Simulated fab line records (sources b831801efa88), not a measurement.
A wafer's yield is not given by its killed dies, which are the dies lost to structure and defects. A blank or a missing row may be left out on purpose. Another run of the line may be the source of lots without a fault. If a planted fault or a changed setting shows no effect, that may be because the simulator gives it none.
Chamber matching	flow gf180mcu	4 sister chambers for GF_STI_ETCH_14 on rie si-01
The step etches Si in HBr/Cl2/O2, target depth 360 nm, time 102.9 s. 7 wafers are shown with their chamber, then 7 later ones without.

## WAFERS WITH THEIR CHAMBER
wafer	chamber	drypump motor current A (A)	oes product au (a.u.)
L502.6	0	6.3	0.992
L503.4	0	6.4	0.994
L507.4	1	5.2	0.990
L507.5	2	5.9	1.006
L507.6	3	5.4	0.988
L513.3	1	5.2	1.003
L513.4	3	5.4	0.977

## WAFERS WHOSE CHAMBER IS MISSING
wafer	drypump motor current A (A)	oes product au (a.u.)
L513.6	5.5	0.973
L522.2	5.9	0.994
L522.5	5.2	0.991
L522.6	5.9	0.986
L523.1	5.4	0.981
L523.2	6.4	1.013
L523.5	5.4	0.989

## CHAMBER TAKEN BY EACH
wafer	from the rows above	in truth
L513.6	3	3
L522.2	2	2
L522.5	1	1
L522.6	2	2
L523.1	3	3
L523.2	0	0
L523.5	3	3
7 of 7 placed correctly. From these rows, 0 cannot be placed. Wrongly placed: 0.
How it was worked out, from the rows above alone: a wafer's distance from a chamber is the root of the sum, over the readings, of the square of ((its reading less the chamber's mean) divided by the reading's scatter). If the next closest chamber is less than 2 further off than the closest, the wafer can't be placed; otherwise it belongs to the closest. The mean given for a chamber averages the wafers shown for that chamber. The scatter: take each reading less its chamber's mean, square it, sum over the shown wafers, divide by the number of wafers less the number of chambers, and take the root.
